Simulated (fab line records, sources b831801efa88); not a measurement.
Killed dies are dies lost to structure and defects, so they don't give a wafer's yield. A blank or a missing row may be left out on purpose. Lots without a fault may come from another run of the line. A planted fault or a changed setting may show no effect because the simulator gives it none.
fab line records | flow sky130
record lots=5 wafers=15 last_day=50
route steps=708 shown GATE_OXIDE@194 POLY_GATE@204 RES_PROTECT@206
lots that met no fault: from a run of the same line without faults
start_h: hours from the record's first day to the start of the lot's first wafer shown | wait_h: hours since the lot's step before | " the same as in the row above | L1.1+2: a row that stands for several wafers | - no value, or no start given | * or withheld: withheld | < > ~ a bound
route shown NAME@n: a module of which the file shows steps, and the number in the route of the first | usual: mean/standard deviation of fault-free wafers | same: alike in all rows | chamber/n: place in a boat | sites: the reading at each site | _std_site: their standard deviation | _edge_site: outer sites' mean less inner sites' | radius_mm: how far each site lies from the wafer's centre | mask NAME#n: copy n | behind: the tool/chamber that last shaped the wafer | hold: why the lot was held/for how many hours/how that ended | device: the transistor (n, p or np) that didn't switch | end of line: the same wafers' tests at the end of the route | a step without rows: its recipe alone | killed: dies lost to structure and defects at the first sort, not the wafer's yield | map: a wafer's dies, x killed, . not, _ none there
set.NAME: the setting as run; set.NAME@STEP: as run at that earlier step | model.NAME: the simulator's own value behind a step, which no gauge read
lots at some steps of the route; a table a step, a row a wafer
services: from which hour (start_h, from the record's first day; less than 0 if before it) a tool's chamber was out of use, for how many hours, and why
## steps
# step SKY_GATE_OXIDE_EXPOSE_07
# recipe mask_id=LVOM na=0.6 source_shape=conventional sigma_outer=0.6 polarization=unpolarized target_cd_nm=600 dose_mj=170
# columns lot.wafer tool chamber start_h wait_h mask
L079.1+2+3 iline_stepper-01 0 - - LVOM#0
L081.1+3+6 iline_stepper-01 0 - - LVOM#0
L088.2+3+5 iline_stepper-01 0 - - LVOM#0
L093.2+4+5 iline_stepper-01 0 - - LVOM#0
L096.2+5+6 iline_stepper-01 0 - - LVOM#0
# step SKY_GATE_OXIDE_PEB_08
# recipe temp_c=withheld time_s=* resist=NOVOLAK
# usual resist_line_temp_C=*
# columns lot.wafer tool chamber start_h wait_h resist_line_temp_C
L079.1 litho_track-04 0 - - *
L079.2 " 0 " " *
L079.3 " 0 " " *
L081.1 litho_track-01 0 - - *
L081.3 " 0 " " *
L081.6 " 0 " " *
L088.2 litho_track-04 0 - - *
L088.3 " 0 " " *
L088.5 " 0 " " *
L093.2 litho_track-01 0 - - *
L093.4 " 0 " " *
L093.5 " 0 " " *
L096.2 litho_track-02 0 - - *
L096.5 " 0 " " *
L096.6 " 0 " " *
# step SKY_GATE_OXIDE_DEVELOP_09
# recipe resist=NOVOLAK developer=TMAH develop_time_s=60 dev_temp_c=23
# usual resist_line_temp_C=23.00/0.097
# columns lot.wafer tool chamber start_h wait_h resist_line_temp_C
L079.1 litho_track-04 0 373.90 0.1 23.16
L079.2 " 0 " " 23.12
L079.3 " 0 " " 22.99
L081.1 litho_track-01 0 384.56 0.1 23.12
L081.3 " 0 " " 22.93
L081.6 " 0 " " 23.09
L088.2 litho_track-04 0 433.12 0.1 23.01
L088.3 " 0 " " 22.98
L088.5 " 0 " " 23.00
L093.2 litho_track-01 0 475.54 0.1 22.87
L093.4 " 0 " " 22.86
L093.5 " 0 " " 22.95
L096.2 litho_track-02 0 500.58 0.1 22.97
L096.5 " 0 " " 22.75
L096.6 " 0 " " 22.91
# step SKY_GATE_OXIDE_OVL_MEAS_10
# usual GATE_OXIDE_OVL=0.0/1.3
# columns lot.wafer tool chamber start_h wait_h GATE_OXIDE_OVL[nm]
L079.1 overlay-02 - 374.05 0.1 -0.1
L079.2 " - " " 0.2
L079.3 " - " " 1.5
L081.1 overlay-01 - 384.71 0.1 -0.9
L081.3 " - " " 0.1
L081.6 " - " " -0.8
L088.2 overlay-02 - 433.25 0.1 -1.0
L088.3 " - " " 0.2
L088.5 " - " " 0.5
L093.2 overlay-01 - 475.67 0.1 -1.2
L093.4 " - " " -2.5
L093.5 " - " " -1.9
L096.2 overlay-02 - 500.71 0.1 1.1
L096.5 " - " " -0.3
L096.6 " - " " 0.1
# step SKY_GATE_OXIDE_IMPLANT_11
# recipe species=B energy_kev=10 dose_cm2=2.6e+12 tilt_deg=withheld
# columns lot.wafer tool chamber start_h wait_h
L079.1+2+3 implanter-04 0 374.08 0.0
L081.1+3+6 implanter-04 0 384.75 0.0
L088.2+3+5 implanter-04 0 433.31 0.0
L093.2+4+5 implanter-01 0 475.72 0.0
L096.2+5+6 implanter-03 0 500.77 0.0
# step SKY_GATE_OXIDE_WET_ETCH_12
# recipe chemistry=dHF target_depth_nm=16.8 dry=n2_spin target=SiO2 dilution=100:1 temp_c=25 time_s=336
# usual temp_c=25.00/0.12
# columns lot.wafer tool chamber start_h wait_h temp_c
L079.1 wet_bench-03 0 374.23 0.1 24.70
L079.2 " 0 " " 24.95
L079.3 " 0 " " 25.04
L081.1 wet_bench-02 1 384.90 0.1 24.84
L081.3 " 1 " " 24.78
L081.6 " 1 " " 24.84
L088.2 wet_bench-02 0 433.43 0.1 25.14
L088.3 " 0 " " 25.13
L088.5 " 0 " " 25.13
L093.2 wet_bench-03 2 475.85 0.1 25.01
L093.4 " 2 " " 24.95
L093.5 " 2 " " 24.83
L096.2 wet_bench-04 3 500.89 0.1 24.91
L096.5 " 3 " " 25.01
L096.6 " 3 " " 24.96
# step SKY_GATE_OXIDE_STRIP_13
# recipe chemistry=O2/N2 power_w=1400 pressure_mtorr=1500 platen_temp_c=withheld o2_flow_sccm=3000 n2_flow_sccm=300 overash_fraction=0.5
# usual drypump_motor_current_A=5.5/0.45 oes_product_au=0.715/0.0046 strip_time_to_endpoint_s=14.18/0.037
# columns lot.wafer tool chamber start_h wait_h drypump_motor_current_A oes_product_au rf_hours_counter_h strip_time_to_endpoint_s
L079.1 plasma_asher-01 1 374.34 0.0 5.0 0.712 68 14.26
L079.2 " 0 " " 6.1 0.711 68 14.21
L079.3 " 1 " " 5.0 0.717 - 14.23
L081.1 plasma_asher-04 1 385.00 0.0 5.8 0.714 56 14.18
L081.3 " 1 " " 5.8 0.718 - 14.15
L081.6 " 1 " " 5.8 0.717 - 14.13
L088.2 plasma_asher-01 1 433.56 0.0 5.0 0.716 0 14.20
L088.3 " 0 " " 6.1 0.713 - 14.20
L088.5 " 1 " " 5.0 0.719 - 14.18
L093.2 plasma_asher-02 1 475.95 0.0 5.7 0.719 78 14.19
L093.4 " 0 " " 5.0 0.716 - 14.19
L093.5 " 1 " " 5.7 0.713 - 14.16
L096.2 plasma_asher-04 1 500.99 0.0 5.9 0.707 69 14.18
L096.5 " 1 " " 5.9 0.711 - 14.17
L096.6 " 0 " " 5.1 0.716 - 14.18
# step SKY_GATE_OXIDE_TW_MEAS_14
# usual GATE_OXIDE_TW=225.1/1.7
# columns lot.wafer tool chamber start_h wait_h GATE_OXIDE_TW
L079.1 film_metro-03 - 374.44 0.1 226.7
L079.2 " - " " 226.7
L079.3 " - " " 225.6
L081.1 film_metro-03 - 385.10 0.1 224.7
L081.3 " - " " 225.7
L081.6 " - " " 224.7
L088.2 film_metro-04 - 433.67 0.1 222.6
L088.3 " - " " 222.3
L088.5 " - " " 222.1
L093.2 film_metro-01 - 476.06 0.1 226.5
L093.4 " - " " 225.6
L093.5 " - " " 225.5
L096.2 film_metro-01 - 501.10 0.1 223.9
L096.5 " - " " 222.5
L096.6 " - " " 224.1
# step SKY_GATE_OXIDE_CLEAN_15
# recipe chemistry=SC1/SC2 mix=1:4:20 temp_c=70 time_s=150 dry=n2_spin
# usual temp_c=69.98/0.12
# columns lot.wafer tool chamber start_h wait_h temp_c
L079.1 wet_bench-04 1 374.50 0.1 70.16
L079.2 " 1 " " 70.03
L079.3 " 1 " " 70.06
L081.1 wet_bench-02 3 385.16 0.1 70.03
L081.3 " 3 " " 69.96
L081.6 " 3 " " 69.94
L088.2 wet_bench-02 1 433.72 0.0 69.93
L088.3 " 1 " " 69.79
L088.5 " 1 " " 70.01
L093.2 wet_bench-04 2 476.11 0.0 69.90
L093.4 " 2 " " 69.94
L093.5 " 2 " " 70.04
L096.2 wet_bench-04 1 501.15 0.0 70.02
L096.5 " 1 " " 69.85
L096.6 " 1 " " 70.10
# step SKY_GATE_OXIDE_OXIDATION_16
# recipe temp_c=800 ambient=O2 idle_temp_c=700 ramp_up_c_per_min=10 ramp_down_c_per_min=3 stabilise_s=600 purge_s=300 target_thk_a=35.7 ox_time_s=1915
# usual zone_power_bottom_pct=24.4/0.72
# columns lot.wafer tool chamber start_h wait_h zone_power_bottom_pct
L079.1 furnace-01 0 374.55 0.0 25.0
L079.2 " 0 " " 25.3
L079.3 " 0 " " 25.1
L081.1 furnace-02 0 387.83 2.6 23.7
L081.3 " 0 " " 23.6
L081.6 " 0 " " 24.0
L088.2 furnace-01 0 435.06 1.3 25.2
L088.3 " 0 " " 24.7
L088.5 " 0 " " 25.5
L093.2 furnace-02 0 476.16 0.0 23.8
L093.4 " 0 " " 23.7
L093.5 " 0 " " 23.8
L096.2 furnace-01 0 501.20 0.0 24.7
L096.5 " 0 " " 25.3
L096.6 " 0 " " 25.3
# step SKY_POLY_GATE_CVD_00
# recipe material=poly-Si target_thk_nm=180 temp_c=620 time_s=720 pressure_mtorr=200
# usual zone_power_bottom_pct=12.7/1.3
# columns lot.wafer tool chamber start_h wait_h zone_power_bottom_pct
L079.1 lpcvd-01 0 376.08 0.0 13.3
L079.2 " 0 " " 13.8
L079.3 " 0 " " 13.7
L081.1 lpcvd-01 1 389.36 0.0 11.2
L081.3 " 1 " " 11.1
L081.6 " 1 " " 11.2
L088.2 lpcvd-01 1 436.59 0.0 11.2
L088.3 " 1 " " 11.5
L088.5 " 1 " " 11.2
L093.2 lpcvd-01 1 477.69 0.0 11.1
L093.4 " 1 " " 11.0
L093.5 " 1 " " 10.9
L096.2 lpcvd-01 1 502.73 0.0 11.2
L096.5 " 1 " " 11.2
L096.6 " 1 " " 10.9
# step SKY_POLY_GATE_THK_MEAS_01
# recipe reads=poly-Si_of_POLY_GATE_CVD_00
# usual POLY_GATE_CVD_00_THK=179.4/2
# columns lot.wafer tool chamber start_h wait_h POLY_GATE_CVD_00_THK[nm]
L079.1 film_metro-03 - 377.28 0.0 180.7
L079.2 " - " " 179.3
L079.3 " - " " 181.3
L081.1 film_metro-03 - 390.56 0.0 179.2
L081.3 " - " " 179.8
L081.6 " - " " 180.8
L088.2 film_metro-02 - 437.80 0.0 181.6
L088.3 " - " " 182.3
L088.5 " - " " 182.9
L093.2 film_metro-02 - 478.90 0.0 182.4
L093.4 " - " " 181.0
L093.5 " - " " 182.0
L096.2 film_metro-01 - 503.94 0.0 177.3
L096.5 " - " " 176.1
L096.6 " - " " 177.8
# step SKY_RES_PROTECT_DEHYDRATE_00
# recipe temp_c=200 time_s=60
# usual resist_line_temp_C=22.99/0.11
# columns lot.wafer tool chamber start_h wait_h resist_line_temp_C
L079.1 litho_track-03 0 391.17 13.9 23.09
L079.2 " 0 " " 23.00
L079.3 " 0 " " 22.96
L081.1 litho_track-03 0 403.82 13.2 22.98
L081.3 " 0 " " 23.04
L081.6 " 0 " " 22.95
L088.2 litho_track-02 0 453.18 15.4 23.11
L088.3 " 0 " " 23.11
L088.5 " 0 " " 23.00
L093.2 litho_track-01 0 493.89 15.0 22.95
L093.4 " 0 " " 23.13
L093.5 " 0 " " 23.16
L096.2 litho_track-03 0 518.55 14.6 23.15
L096.5 " 0 " " 22.96
L096.6 " 0 " " 22.96
# step SKY_RES_PROTECT_HMDS_01
# recipe prime_time_s=60 prime_temp_c=120
# usual resist_line_temp_C=22.98/0.11
# same prime_time_s=60
# columns lot.wafer tool chamber start_h wait_h resist_line_temp_C
L079.1 litho_track-03 0 391.32 0.1 22.86
L079.2 " 0 " " 22.83
L079.3 " 0 " " 22.98
L081.1 litho_track-03 0 403.97 0.1 23.02
L081.3 " 0 " " 22.96
L081.6 " 0 " " 22.93
L088.2 litho_track-02 0 453.33 0.1 23.19
L088.3 " 0 " " 23.16
L088.5 " 0 " " 23.04
L093.2 litho_track-01 0 494.04 0.1 22.94
L093.4 " 0 " " 23.08
L093.5 " 0 " " 23.02
L096.2 litho_track-03 0 518.70 0.1 23.05
L096.5 " 0 " " 22.99
L096.6 " 0 " " 22.76
# step SKY_RES_PROTECT_COAT_02
# recipe resist=NOVOLAK spin_rpm=3000 resist_thk_nm=1140
# usual resist_line_temp_C=22.99/0.12
# columns lot.wafer tool chamber start_h wait_h resist_line_temp_C
L079.1 litho_track-03 0 391.47 0.1 23.06
L079.2 " 0 " " 22.99
L079.3 " 0 " " 23.07
L081.1 litho_track-03 0 404.12 0.1 23.02
L081.3 " 0 " " 22.95
L081.6 " 0 " " 22.96
L088.2 litho_track-02 0 453.48 0.1 23.17
L088.3 " 0 " " 23.14
L088.5 " 0 " " 23.26
L093.2 litho_track-01 0 494.19 0.1 22.78
L093.4 " 0 " " 22.87
L093.5 " 0 " " 23.04
L096.2 litho_track-03 0 518.85 0.1 23.36
L096.5 " 0 " " 23.28
L096.6 " 0 " " 23.06
# step SKY_RES_PROTECT_SOFTBAKE_03
# recipe temp_c=90 time_s=60 resist=NOVOLAK
# usual resist_line_temp_C=22.99/0.1
# columns lot.wafer tool chamber start_h wait_h resist_line_temp_C
L079.1 litho_track-03 0 391.62 0.1 22.96
L079.2 " 0 " " 23.04
L079.3 " 0 " " 22.99
L081.1 litho_track-03 0 404.27 0.1 23.13
L081.3 " 0 " " 22.96
L081.6 " 0 " " 23.03
L088.2 litho_track-02 0 453.63 0.1 22.95
L088.3 " 0 " " 23.00
L088.5 " 0 " " 22.99
L093.2 litho_track-01 0 494.34 0.1 23.13
L093.4 " 0 " " 23.03
L093.5 " 0 " " 23.11
L096.2 litho_track-03 0 519.00 0.1 23.11
L096.5 " 0 " " 22.83
L096.6 " 0 " " 22.86
# step SKY_RES_PROTECT_EXPOSE_04
# recipe mask_id=RPM na=0.6 source_shape=conventional sigma_outer=0.6 polarization=unpolarized target_cd_nm=1270 dose_mj=131
# columns lot.wafer tool chamber start_h wait_h mask
L079.1+2+3 iline_stepper-02 0 - - RPM#0
L081.1+3+6 iline_stepper-01 0 - - RPM#0
L088.2+3+5 iline_stepper-01 0 - - RPM#0
L093.2+4+5 iline_stepper-02 0 - - RPM#0
L096.2+5+6 iline_stepper-02 0 - - RPM#0
# step SKY_RES_PROTECT_PEB_05
# recipe temp_c=withheld time_s=* resist=NOVOLAK
# usual resist_line_temp_C=*
# columns lot.wafer tool chamber start_h wait_h resist_line_temp_C
L079.1 litho_track-01 0 - - *
L079.2 " 0 " " *
L079.3 " 0 " " *
L081.1 litho_track-01 0 - - *
L081.3 " 0 " " *
L081.6 " 0 " " *
L088.2 litho_track-01 0 - - *
L088.3 " 0 " " *
L088.5 " 0 " " *
L093.2 litho_track-03 0 - - *
L093.4 " 0 " " *
L093.5 " 0 " " *
L096.2 litho_track-01 0 - - *
L096.5 " 0 " " *
L096.6 " 0 " " *
# step SKY_RES_PROTECT_DEVELOP_06
# recipe resist=NOVOLAK developer=TMAH develop_time_s=60 dev_temp_c=23
# usual resist_line_temp_C=23.01/0.1
# columns lot.wafer tool chamber start_h wait_h resist_line_temp_C
L079.1 litho_track-01 0 405.81 0.1 22.87
L079.2 " 0 " " 23.08
L079.3 " 0 " " 23.16
L081.1 litho_track-01 0 419.06 0.1 22.88
L081.3 " 0 " " 22.86
L081.6 " 0 " " 23.03
L088.2 litho_track-01 0 468.94 0.1 23.01
L088.3 " 0 " " 23.06
L088.5 " 0 " " 23.10
L093.2 litho_track-03 0 509.15 0.1 22.94
L093.4 " 0 " " 23.19
L093.5 " 0 " " 22.87
L096.2 litho_track-01 0 533.64 0.1 23.09
L096.5 " 0 " " 23.16
L096.6 " 0 " " 23.16
# step SKY_POLY_GATE_IMPLANT_02
# recipe species=P energy_kev=30 dose_cm2=7.7e+15 tilt_deg=0
# usual tilt_deg=-0.005/0.018
# columns lot.wafer tool chamber start_h wait_h tilt_deg
L079.1 implanter-03 0 405.96 0.1 -0.001
L079.2 " 0 " " -0.005
L079.3 " 0 " " 0.012
L081.1 implanter-01 0 419.21 0.1 0.001
L081.3 " 0 " " -0.027
L081.6 " 0 " " -0.015
L088.2 implanter-01 0 469.09 0.1 -0.034
L088.3 " 0 " " -0.036
L088.5 " 0 " " -0.020
L093.2 implanter-02 0 509.30 0.1 0.042
L093.4 " 0 " " 0.039
L093.5 " 0 " " 0.017
L096.2 implanter-02 0 533.79 0.1 0.000
L096.5 " 0 " " 0.001
L096.6 " 0 " " 0.008
# step SKY_RES_PROTECT_STRIP_07
# recipe chemistry=O2/N2 power_w=1400 pressure_mtorr=1500 platen_temp_c=withheld o2_flow_sccm=3000 n2_flow_sccm=300 overash_fraction=0.5
# usual drypump_motor_current_A=5.4/0.42 oes_product_au=0.518/0.0044 strip_time_to_endpoint_s=23.29/0.045
# columns lot.wafer tool chamber start_h wait_h drypump_motor_current_A oes_product_au rf_hours_counter_h strip_time_to_endpoint_s
L079.1 plasma_asher-03 1 406.11 0.1 5.2 0.513 27 23.31
L079.2 " 0 " " 5.3 0.520 27 23.30
L079.3 " 0 " " 5.3 0.516 - 23.34
L081.1 plasma_asher-03 0 419.36 0.1 5.3 0.513 29 23.30
L081.3 " 1 " " 5.3 0.512 - 23.28
L081.6 " 1 " " 5.2 0.515 - 23.30
L088.2 plasma_asher-01 1 469.21 0.1 5.0 0.521 3 23.16
L088.3 " 0 " " 6.1 0.517 - 23.22
L088.5 " 0 " " 6.1 0.516 - 23.24
L093.2 plasma_asher-03 1 509.42 0.1 5.2 0.527 37 23.26
L093.4 " 1 " " 5.2 0.512 - 23.24
L093.5 " 1 " " 5.3 0.521 - 23.26
L096.2 plasma_asher-01 1 533.91 0.1 5.0 0.516 9 23.27
L096.5 " 0 " " 6.1 0.513 - 23.26
L096.6 " 1 " " 5.0 0.518 - 23.27
# step SKY_RES_PROTECT_TW_MEAS_08
# usual POLY_GATE_TW=4031/36
# columns lot.wafer tool chamber start_h wait_h POLY_GATE_TW
L079.1 film_metro-04 - 406.21 0.1 4009
L079.2 " - " " 4016
L079.3 " - " " 4002
L081.1 film_metro-04 - 419.46 0.1 3985
L081.3 " - " " 3974
L081.6 " - " " 3982
L088.2 film_metro-03 - 469.32 0.1 4078
L088.3 " - " " 4074
L088.5 " - " " 4081
L093.2 film_metro-04 - 509.53 0.1 3981
L093.4 " - " " 3979
L093.5 " - " " 3993
L096.2 film_metro-02 - 534.02 0.1 4036
L096.5 " - " " 4031
L096.6 " - " " 4022
# step SKY_RES_PROTECT_CLEAN_09
# recipe chemistry=SC1/SC2 mix=1:4:20 temp_c=70 time_s=150 dry=n2_spin
# usual temp_c=70.03/0.1
# columns lot.wafer tool chamber start_h wait_h temp_c
L079.1 wet_bench-04 2 406.27 0.1 70.15
L079.2 " 2 " " 69.98
L079.3 " 2 " " 70.12
L081.1 wet_bench-02 0 419.52 0.1 69.99
L081.3 " 0 " " 69.98
L081.6 " 0 " " 70.12
L088.2 wet_bench-01 3 469.37 0.0 70.07
L088.3 " 3 " " 69.91
L088.5 " 3 " " 70.08
L093.2 wet_bench-04 2 509.58 0.0 69.84
L093.4 " 2 " " 70.09
L093.5 " 2 " " 70.00
L096.2 wet_bench-01 1 534.07 0.0 70.12
L096.5 " 1 " " 70.05
L096.6 " 1 " " 70.16
# step SKY_POLY_GATE_CVD_03
# recipe material=Si3N4 precursor=DCS/NH3 target_thk_nm=75 temp_c=770 time_s=1290 pressure_mtorr=250
# usual zone_power_bottom_pct=22.6/2.3
# columns lot.wafer tool chamber start_h wait_h zone_power_bottom_pct
L079.1 lpcvd-02 0 406.32 0.0 19.9
L079.2 " 0 " " 19.7
L079.3 " 0 " " 19.9
L081.1 lpcvd-02 0 421.04 1.5 19.6
L081.3 " 0 " " 20.0
L081.6 " 0 " " 19.9
L088.2 lpcvd-02 1 469.43 0.0 24.6
L088.3 " 1 " " 24.5
L088.5 " 1 " " 24.7
L093.2 lpcvd-02 1 511.07 1.4 24.5
L093.4 " 1 " " 24.1
L093.5 " 1 " " 24.3
L096.2 lpcvd-02 1 534.12 0.0 24.5
L096.5 " 1 " " 24.2
L096.6 " 1 " " 24.3
# step SKY_POLY_GATE_THK_MEAS_04
# recipe reads=Si3N4_of_POLY_GATE_CVD_03
# usual POLY_GATE_CVD_03_THK=74.6/0.69
# columns lot.wafer tool chamber start_h wait_h POLY_GATE_CVD_03_THK[nm]
L079.1 film_metro-03 - 407.68 0.0 75.4
L079.2 " - " " 75.5
L079.3 " - " " 75.6
L081.1 film_metro-03 - 422.39 0.0 74.8
L081.3 " - " " 74.4
L081.6 " - " " 75.1
L088.2 film_metro-03 - 470.80 0.0 74.4
L088.3 " - " " 74.1
L088.5 " - " " 74.6
L093.2 film_metro-02 - 513.12 0.0 74.7
L093.4 " - " " 74.6
L093.5 " - " " 75.1
L096.2 film_metro-03 - 535.49 0.0 73.7
L096.5 " - " " 73.9
L096.6 " - " " 74.0
# step SKY_POLY_GATE_DEHYDRATE_05
# recipe temp_c=200 time_s=60
# usual resist_line_temp_C=23.03/0.1
# columns lot.wafer tool chamber start_h wait_h resist_line_temp_C
L079.1 litho_track-04 0 422.25 14.6 23.01
L079.2 " 0 " " 22.95
L079.3 " 0 " " 23.09
L081.1 litho_track-03 0 437.27 14.9 23.05
L081.3 " 0 " " 22.91
L081.6 " 0 " " 23.04
L088.2 litho_track-03 0 485.50 14.7 22.90
L088.3 " 0 " " 22.94
L088.5 " 0 " " 23.03
L093.2 litho_track-03 0 527.05 13.9 23.01
L093.4 " 0 " " 23.14
L093.5 " 0 " " 23.12
L096.2 litho_track-03 0 550.65 15.1 22.95
L096.5 " 0 " " 22.97
L096.6 " 0 " " 23.05
# step SKY_POLY_GATE_HMDS_06
# recipe prime_time_s=60 prime_temp_c=120
# usual resist_line_temp_C=22.98/0.1
# same prime_time_s=60
# columns lot.wafer tool chamber start_h wait_h resist_line_temp_C
L079.1 litho_track-04 0 422.40 0.1 23.06
L079.2 " 0 " " 23.06
L079.3 " 0 " " 23.14
L081.1 litho_track-03 0 437.42 0.1 23.05
L081.3 " 0 " " 22.86
L081.6 " 0 " " 22.83
L088.2 litho_track-03 0 485.65 0.1 22.91
L088.3 " 0 " " 22.95
L088.5 " 0 " " 22.95
L093.2 litho_track-03 0 527.20 0.1 23.06
L093.4 " 0 " " 22.99
L093.5 " 0 " " 22.96
L096.2 litho_track-03 0 550.80 0.1 22.88
L096.5 " 0 " " 22.98
L096.6 " 0 " " 23.02
# step SKY_POLY_GATE_COAT_07
# recipe resist=BARC temp_c=withheld time_s=withheld spin_rpm=3000 resist_thk_nm=110
# usual resist_line_temp_C=*
# columns lot.wafer tool chamber start_h wait_h resist_line_temp_C
L079.1 litho_track-04 0 422.55 0.1 *
L079.2 " 0 " " *
L079.3 " 0 " " *
L081.1 litho_track-03 0 437.57 0.1 *
L081.3 " 0 " " *
L081.6 " 0 " " *
L088.2 litho_track-03 0 485.80 0.1 *
L088.3 " 0 " " *
L088.5 " 0 " " *
L093.2 litho_track-03 0 527.35 0.1 *
L093.4 " 0 " " *
L093.5 " 0 " " *
L096.2 litho_track-03 0 550.95 0.1 *
L096.5 " 0 " " *
L096.6 " 0 " " *
# step SKY_POLY_GATE_COAT_08
# recipe resist=KrF-thick spin_rpm=3000 resist_thk_nm=450
# usual resist_line_temp_C=23.00/0.1
# columns lot.wafer tool chamber start_h wait_h resist_line_temp_C
L079.1 litho_track-04 0 - - 23.00
L079.2 " 0 " " 22.97
L079.3 " 0 " " 23.05
L081.1 litho_track-03 0 - - 23.08
L081.3 " 0 " " 22.98
L081.6 " 0 " " 22.91
L088.2 litho_track-03 0 - - 22.90
L088.3 " 0 " " 22.94
L088.5 " 0 " " 22.94
L093.2 litho_track-03 0 - - 22.93
L093.4 " 0 " " 22.93
L093.5 " 0 " " 22.97
L096.2 litho_track-03 0 - - 22.90
L096.5 " 0 " " 22.96
L096.6 " 0 " " 22.89
# step SKY_POLY_GATE_SOFTBAKE_09
# recipe temp_c=100 time_s=90 resist=KrF-thick
# usual resist_line_temp_C=23.01/0.1
# columns lot.wafer tool chamber start_h wait_h resist_line_temp_C
L079.1 litho_track-04 0 - - 23.00
L079.2 " 0 " " 23.02
L079.3 " 0 " " 22.96
L081.1 litho_track-03 0 - - 22.91
L081.3 " 0 " " 23.13
L081.6 " 0 " " 22.93
L088.2 litho_track-03 0 - - 22.97
L088.3 " 0 " " 22.95
L088.5 " 0 " " 22.85
L093.2 litho_track-03 0 - - 23.21
L093.4 " 0 " " 23.17
L093.5 " 0 " " 23.17
L096.2 litho_track-03 0 - - 23.22
L096.5 " 0 " " 22.95
L096.6 " 0 " " 23.00
# step SKY_POLY_GATE_EXPOSE_10
# recipe mask_id=P1M na=0.68 source_shape=conventional sigma_outer=0.6 target_cd_nm=150 dose_mj=28
# columns lot.wafer tool chamber start_h wait_h mask
L079.1+2+3 krf_scanner-02 0 - - P1M#0
L081.1+3+6 krf_scanner-01 0 - - P1M#0
L088.2+3+5 krf_scanner-02 0 - - P1M#0
L093.2+4+5 krf_scanner-02 0 - - P1M#0
L096.2+5+6 krf_scanner-02 0 - - P1M#0
# step SKY_POLY_GATE_PEB_11
# recipe peb_temp_c=withheld peb_time_s=withheld resist=KrF-thick
# usual resist_line_temp_C=*
# columns lot.wafer tool chamber start_h wait_h resist_line_temp_C
L079.1 litho_track-03 0 - - *
L079.2 " 0 " " *
L079.3 " 0 " " *
L081.1 litho_track-03 0 - - *
L081.3 " 0 " " *
L081.6 " 0 " " *
L088.2 litho_track-02 0 - - *
L088.3 " 0 " " *
L088.5 " 0 " " *
L093.2 litho_track-04 0 - - *
L093.4 " 0 " " *
L093.5 " 0 " " *
L096.2 litho_track-03 0 - - *
L096.5 " 0 " " *
L096.6 " 0 " " *
# step SKY_POLY_GATE_DEVELOP_12
# recipe develop_time_s=60 resist=KrF-thick dev_temp_c=21
# usual resist_line_temp_C=23.02/0.11
# columns lot.wafer tool chamber start_h wait_h resist_line_temp_C
L079.1 litho_track-03 0 - - 23.19
L079.2 " 0 " " 23.11
L079.3 " 0 " " 23.03
L081.1 litho_track-03 0 - - 23.00
L081.3 " 0 " " 22.91
L081.6 " 0 " " 23.03
L088.2 litho_track-02 0 - - 23.02
L088.3 " 0 " " 22.92
L088.5 " 0 " " 22.91
L093.2 litho_track-04 0 - - 23.10
L093.4 " 0 " " 23.13
L093.5 " 0 " " 22.87
L096.2 litho_track-03 0 - - 22.92
L096.5 " 0 " " 22.83
L096.6 " 0 " " 22.71
# step SKY_POLY_GATE_CD_MEAS_13
# recipe target_cd_nm=150
# usual cd_nm=149.7/1.3
# columns lot.wafer tool chamber start_h wait_h cd_nm
L079.1 cd_sem-01 - 438.42 - 150.5
L079.2 " - " " 150.4
L079.3 " - " " 151.6
L081.1 cd_sem-01 - 453.77 - 150.0
L081.3 " - " " 150.4
L081.6 " - " " 149.4
L088.2 cd_sem-01 - 501.72 - 149.5
L088.3 " - " " 149.0
L088.5 " - " " 149.0
L093.2 cd_sem-02 - 543.02 - 149.3
L093.4 " - " " 150.5
L093.5 " - " " 149.9
L096.2 cd_sem-01 - 566.44 - 151.5
L096.5 " - " " 149.9
L096.6 " - " " 149.1
# step SKY_POLY_GATE_OVL_MEAS_14
# usual POLY_GATE_OVL=-2/5.8
# columns lot.wafer tool chamber start_h wait_h POLY_GATE_OVL[nm]
L079.1 overlay-01 - 438.54 0.1 2
L079.2 " - " " -2
L079.3 " - " " -3
L081.1 overlay-01 - 453.89 0.1 6
L081.3 " - " " 3
L081.6 " - " " 0
L088.2 overlay-02 - 501.83 0.1 -3
L088.3 " - " " -2
L088.5 " - " " -3
L093.2 overlay-02 - 543.12 0.1 3
L093.4 " - " " -5
L093.5 " - " " 1
L096.2 overlay-01 - 566.55 0.1 -9
L096.5 " - " " -13
L096.6 " - " " -14
# step SKY_POLY_GATE_ETCH_15
# recipe chemistry=N2/H2 target=BARC ion_energy_ev=200 source_w=500 bias_w=100 pressure_mtorr=30 n2_flow_sccm=100 h2_flow_sccm=200 stop_on=SiO2 time_s=118.5 target_depth_a=1100
# usual drypump_motor_current_A=5.8/0.47 oes_product_au=0.716/0.0044 throttle_valve_pct=13.213/0.0081
# columns lot.wafer tool chamber start_h wait_h drypump_motor_current_A oes_product_au rf_hours_counter_h throttle_valve_pct
L079.1 rie_diel-03 1 438.58 0.0 6.6 0.718 4 13.213
L079.2 " 0 " " 6.2 0.722 3 13.215
L079.3 " 2 " " 6.3 0.712 30 13.210
L081.1 rie_diel-01 1 453.93 0.0 5.8 0.715 30 13.217
L081.3 " 0 " " 5.2 0.721 10 13.217
L081.6 " 2 " " 5.5 0.719 - 13.204
L088.2 rie_diel-01 0 501.86 0.0 5.2 0.708 11 13.226
L088.3 " 1 " " 5.7 0.724 31 13.215
L088.5 " 1 " " 5.7 0.710 - 13.206
L093.2 rie_diel-01 2 543.15 0.0 5.5 0.716 0 13.211
L093.4 " 3 " " 5.5 0.713 41 13.199
L093.5 " 3 " " 5.5 0.723 - 13.205
L096.2 rie_diel-04 0 566.58 0.0 6.3 0.714 9 13.208
L096.5 " 3 " " 5.3 0.714 - 13.210
L096.6 " 0 " " 6.3 0.716 - 13.214
## services
# columns tool chamber start_h hours kind
implanter-04 - 336.82 5.0 pm
iline_stepper-01 - 348.49 1.7 pm
plasma_asher-01 - 354.91 8.8 repair
iline_stepper-02 - 359.69 11.1 repair
lpcvd-02 - 371.70 0.8 repair
krf_scanner-02 - 372.02 0.8 pm
plasma_asher-01 - 375.18 12.4 pm
krf_scanner-02 - 376.22 1.3 pm
furnace-01 - 377.26 3.1 pm
furnace-01 - 387.34 3.0 pm
krf_scanner-02 - 416.39 1.0 pm
plasma_asher-01 - 421.25 9.0 pm
lpcvd-01 - 453.66 0.3 repair
plasma_asher-01 - 470.70 3.5 repair
wet_bench-04 - 477.46 1.9 pm
lpcvd-02 - 478.37 0.9 repair
plasma_asher-01 - 494.59 1.1 repair
krf_scanner-02 - 501.06 4.4 pm
plasma_asher-01 - 504.35 7.3 repair
plasma_asher-01 - 524.93 8.2 repair
krf_scanner-02 - 540.82 0.8 pm
lpcvd-01 - 542.84 14.6 pm
krf_scanner-02 - 552.12 1.3 pm
iline_stepper-01 - 566.57 1.7 pm
## key
fault none
